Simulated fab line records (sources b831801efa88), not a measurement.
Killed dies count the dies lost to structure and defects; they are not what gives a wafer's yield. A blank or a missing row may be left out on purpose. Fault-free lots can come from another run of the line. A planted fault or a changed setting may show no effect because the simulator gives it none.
Chamber matching + flow gf180mcu + rie-si-01 running GF_STI_ETCH_14: 4 sister chambers
The step etches Si in HBr/Cl2/O2, target depth 360 nm, time 102.9 s. 8 wafers are shown with their chamber, then 7 later ones without.

## EACH WAFER AND ITS CHAMBER
| wafer  | chamber | oes-product-au (a.u.) | throttle-valve-pct (%) |
|--------|---------|-----------------------|------------------------|
| L145.2 | 1       | 1.001                 | 25.664                 |
| L145.5 | 1       | 1.003                 | 25.653                 |
| L151.2 | 0       | 0.998                 | 25.644                 |
| L151.5 | 2       | 1.005                 | 25.660                 |
| L155.5 | 3       | 1.004                 | 25.661                 |
| L155.6 | 2       | 1.005                 | 25.647                 |
| L160.3 | 3       | 0.994                 | 25.645                 |
| L160.4 | 0       | 0.992                 | 25.666                 |

## WAFERS WITHOUT THEIR CHAMBER
| wafer  | oes-product-au (a.u.) | throttle-valve-pct (%) |
|--------|-----------------------|------------------------|
| L160.5 | 1.003                 | 25.649                 |
| L161.2 | 0.991                 | 25.648                 |
| L161.3 | 1.000                 | 25.661                 |
| L161.4 | 1.006                 | 25.660                 |
| L162.1 | 0.984                 | 25.669                 |
| L162.2 | 0.986                 | 25.668                 |
| L162.3 | 0.999                 | 25.661                 |

## WHICH CHAMBER EACH ONE RAN IN
| wafer  | from the rows above               | in truth |
|--------|-----------------------------------|----------|
| L160.5 | can't be placed: 2 or 1 or 3 or 0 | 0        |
| L161.2 | can't be placed: 0 or 3 or 1      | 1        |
| L161.3 | can't be placed: 1 or 3 or 0 or 2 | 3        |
| L161.4 | can't be placed: 2 or 1 or 3      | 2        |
| L162.1 | can't be placed: 0 or 3 or 1      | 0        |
| L162.2 | can't be placed: 0 or 3 or 1      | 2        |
| L162.3 | can't be placed: 3 or 1 or 0 or 2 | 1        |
0 of 7 placed correctly. From these rows, 7 cannot be placed; in 6 the true chamber is one of the candidates. Wrongly placed: 0.
How it was worked out, from the rows above alone: a wafer's distance from a chamber is the root of the sum, over the readings, of the square of ((its reading less the chamber's mean) divided by the reading's scatter). If the next closest chamber is less than 2 further off than the closest, the wafer can't be placed; otherwise it belongs to the closest. For every chamber, the mean is computed from those of its wafers that are shown. The scatter is the square root of a quotient: the sum, over the shown wafers, of each reading's squared deviation from its chamber's mean, divided by wafers minus chambers.
